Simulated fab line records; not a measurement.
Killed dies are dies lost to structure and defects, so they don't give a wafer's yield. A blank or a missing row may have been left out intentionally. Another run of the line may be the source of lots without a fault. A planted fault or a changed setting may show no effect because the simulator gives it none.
Chamber matching | flow sky130 | SKY_VIA1_CMP_02 on cmp-01: 4 sister chambers
The step polishes SiO2. 20 wafers are shown with their chamber, then 10 later ones without.

== WAFERS WITH THEIR CHAMBER ==
wafer  | chamber | motor-current-A (A) | head-pressure-psi (psi)
L074.3 | 1       | 13.8                | 4.009
L074.4 | 2       | 13.2                | 3.997
L074.6 | 0       | 10.8                | 3.999
L075.2 | 3       | 11.5                | 4.002
L075.4 | 1       | 14.2                | 4.009
L075.6 | 3       | 12.0                | 3.992
L080.2 | 3       | 11.7                | 3.987
L080.3 | 1       | 14.4                | 3.997
L080.4 | 0       | 11.5                | 3.986
L088.2 | 2       | 13.7                | 4.016
L088.4 | 1       | 14.0                | 4.006
L088.5 | 1       | 14.2                | 4.014
L089.2 | 0       | 11.5                | 3.998
L089.3 | 3       | 11.2                | 4.004
L089.6 | 1       | 15.1                | 3.993
L090.2 | 2       | 13.5                | 3.986
L090.3 | 3       | 10.8                | 4.002
L090.5 | 2       | 13.3                | 3.987
L091.2 | 1       | 13.1                | 4.001
L091.3 | 2       | 13.1                | 3.991

SIGNATURES (means of the wafers above)
reading           | chamber 0 | chamber 1 | chamber 2 | chamber 3 | scatter within a chamber
motor-current-A   | 11.267    | 14.114    | 13.360    | 11.440    | 0.476
head-pressure-psi | 3.99433   | 4.00414   | 3.99540   | 3.99740   | 0.00889
Rule: a wafer lies at a distance from a chamber equal to the root of the sum of squares, over the readings, of (its reading less the chamber's mean, divided by the reading's scatter). The wafer belongs to the nearest chamber; if the next one is less than 2 further off, it can't be placed. The scatter is the square root of a quotient: the sum, over the shown wafers, of each reading's squared deviation from its chamber's mean, divided by wafers minus chambers.

== WAFERS WITHOUT THEIR CHAMBER ==
wafer  | motor-current-A (A) | head-pressure-psi (psi)
L091.5 | 11.6                | 4.007
L095.2 | 12.5                | 4.015
L095.3 | 11.8                | 3.999
L095.5 | 10.8                | 4.006
L097.2 | 14.2                | 3.995
L097.4 | 11.4                | 3.996
L097.6 | 11.0                | 4.011
L096.3 | 11.8                | 4.013
L096.5 | 12.7                | 3.997
L096.6 | 14.0                | 3.993

== EACH ONE'S CHAMBER ==
wafer  | from the rows above               | in truth
L091.5 | can't be placed: 3 or 0           | 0
L095.2 | can't be placed: 2 or 3 or 0 or 1 | 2
L095.3 | can't be placed: 3 or 0           | 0
L095.5 | can't be placed: 0 or 3           | 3
L097.2 | can't be placed: 1 or 2           | 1
L097.4 | can't be placed: 3 or 0           | 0
L097.6 | can't be placed: 3 or 0           | 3
L096.3 | can't be placed: 3 or 0 or 2      | 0
L096.5 | can't be placed: 2 or 3 or 0 or 1 | 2
L096.6 | can't be placed: 1 or 2           | 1
Correct placement for 0 of the 10. These rows do not allow placing 10 (true chamber among the candidates in 10). Number placed wrongly: 0.
